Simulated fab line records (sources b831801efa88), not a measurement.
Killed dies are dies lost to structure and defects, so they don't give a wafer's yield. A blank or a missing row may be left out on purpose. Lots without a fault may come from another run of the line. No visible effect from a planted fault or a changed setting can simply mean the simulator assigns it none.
Problem report, 8D (eight disciplines) form, completed by code || flow gf180mcu || the parts of the form that need people (team, actions taken, sign-off) are left out

1. PROBLEM STATEMENT
At GF_DUAL_GATE_SOFTBAKE_07, run_length_s averages 99.60 s over 6 wafers from 2 lots, while fault-free wafers read 89.09 s, standard deviation 0.18. That is +58 standard deviations from the usual mean.
The step: time 60 s.
The first sign was on wafer L671.2 at day 12 11:44, on litho_track-02. Wafers with a number at this step in the record: 39, from 13 lots. Rule for "out" (also "out of limits"): further than 4 standard deviations from the usual mean. Any other wafer with a number is counted as sound.

2. WHAT IT IS AND WHAT IT IS NOT
{"question": "which readings at this step", "is": "run_length_s", "is not": "-"}
{"question": "which lots", "is": "L671, L674", "is not": "L657, L658, L659, L660, L661, L662, L663, L664, L665, L669, L678"}
{"question": "which wafers of those lots", "is": "all that have a number", "is not": "-"}
{"question": "read on which tools", "is": "litho_track-02", "is not": "litho_track-01, litho_track-03"}
{"question": "when", "is": "from day 12 11:44", "is not": "up to then (30 sound wafers); but 3 sound wafers of L678 came after"}

3. SUSPECTS, AND WHAT RULES EACH OUT
Counting: any tool at a process step up to the reading is kept as a suspect provided that every lot that is out went through it and no sound lot did after the first of them.
- litho_track-02 at GF_DUAL_GATE_SOFTBAKE_07 (time 60 s): kept. All lots that are out passed through it, beginning with L671 at day 12 11:44, and no sound lot followed; its final sound lot before that point was L669 at day 11 07:10. On those wafers its own readings are out: run_length_s.
After counting, what remains is litho_track-02 at GF_DUAL_GATE_SOFTBAKE_07.

4. THE CAUSE (what the simulator had put in)
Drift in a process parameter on litho_track-02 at GF_DUAL_GATE_SOFTBAKE_07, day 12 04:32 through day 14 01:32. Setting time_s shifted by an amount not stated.
Counting left only this tool.

5. SEQUENCE OF EFFECTS, ordered by route
One row per reading whose mean, taken over the struck wafers that have a number, lies over 3 standard deviations from the usual. Readings are gone through only where the record gives a usual standard deviation; hours: the median, over the lots, of the time from a lot's start at the first step in this table giving one to that lot's start at this step; sigmas: the change measured in usual standard deviations.
{"hours": 0, "step": "GF_DUAL_GATE_SOFTBAKE_07", "reading": "run_length_s", "usual": "89.09 s", "on struck wafers": 99.60, "change": "+10.51", "sigmas": "+58"}
Its process steps:
- GF_DUAL_GATE_SOFTBAKE_07: time 60 s.
Later measuring or inspecting steps at which every struck wafer that the step has a row for has a number for every such reading, and none has moved that far: GF_SAB_OVL_MEAS_10.

6. HOW IT WOULD HAVE BEEN CAUGHT EARLIER
The fault began at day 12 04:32; the first out-of-limits reading in this record came at day 12 11:44, 7 hours later.
